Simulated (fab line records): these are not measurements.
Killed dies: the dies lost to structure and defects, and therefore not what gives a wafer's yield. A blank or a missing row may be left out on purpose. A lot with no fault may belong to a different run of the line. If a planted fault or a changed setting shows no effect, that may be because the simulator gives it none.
2 desks looking at one fault ; flow sky130 ; each desk holds nothing but its own numbers, with what lay behind them at the end

AT THE METROLOGY DESK
Lot by lot, what the gauges showed, no matter which tool ran the lot: averages of those sampled wafers that carry a number. The brackets show how far a lot's mean lies from the usual mean; more than 4 standard deviations puts the lot out of limits, marked OUT.
Columns: A = VIA3_W_RS at SKY_VIA3_RS_MEAS_22, usual 0.2930 ohm/sq; B = VIA3_W_THK at SKY_VIA3_THK_MEAS_23, usual 400 nm
lot;first seen here;A;B
L403;day 40 19:41;0.2957;392
L409;day 42 23:55;0.2938;394
L410;day 43 06:46;0.2924;402
L411;day 43 11:16;0.2912;402
L414;day 44 02:31;0.2952;396
L416;day 44 21:10;0.2951;397
This desk's finding: nothing out of limits on any of the 6 lots.

AT THE TOOL OWNER'S DESK: pvdSputter-04
The tool's own readings at SKY_METAL4_SPUTTER_01 (material TiN, target thk 20 nm, time 16.7 s): means of the sampled wafers that have a number, for each lot that ran on this tool. The brackets show how far a lot's mean lies from the usual mean; more than 4 standard deviations puts the lot out of limits, marked OUT.
Columns: A = cathodeDcPowerW at SKY_METAL4_SPUTTER_01, usual 6500.0 W; B = throttleValvePct at SKY_METAL4_SPUTTER_01, usual 29.8 %
lot;first seen here;A;B
L409;day 43 00:25;6500.4;30.3
L410;day 43 07:16;6062.7 (-99 or more) OUT;31.0
L414;day 44 02:58;6062.4 (-99 or more) OUT;30.3
Finding of this desk: L410, L414 out of limits; the first was L410 at day 43 07:16, on cathodeDcPowerW at SKY_METAL4_SPUTTER_01. L409: within limits.

BROUGHT TOGETHER
The tool owner's desk could have raised an alarm at day 43 07:16, on L410, L414.
Nothing out of limits was seen by the metrology desk.
The metrology desk has L410, L414 on record, within its limits.
SKY_METAL4_SPUTTER_01 was run on pvdSputter-04 by each of the lots named.

WHAT WAS PUT IN BY THE SIMULATOR
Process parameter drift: pvdSputter-04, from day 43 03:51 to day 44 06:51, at SKY_METAL4_SPUTTER_01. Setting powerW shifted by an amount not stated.
Lots struck among those shown: L410, L414.
Time in hours from fault onset to the first out-of-limits reading at each desk: the tool owner's desk, 3.
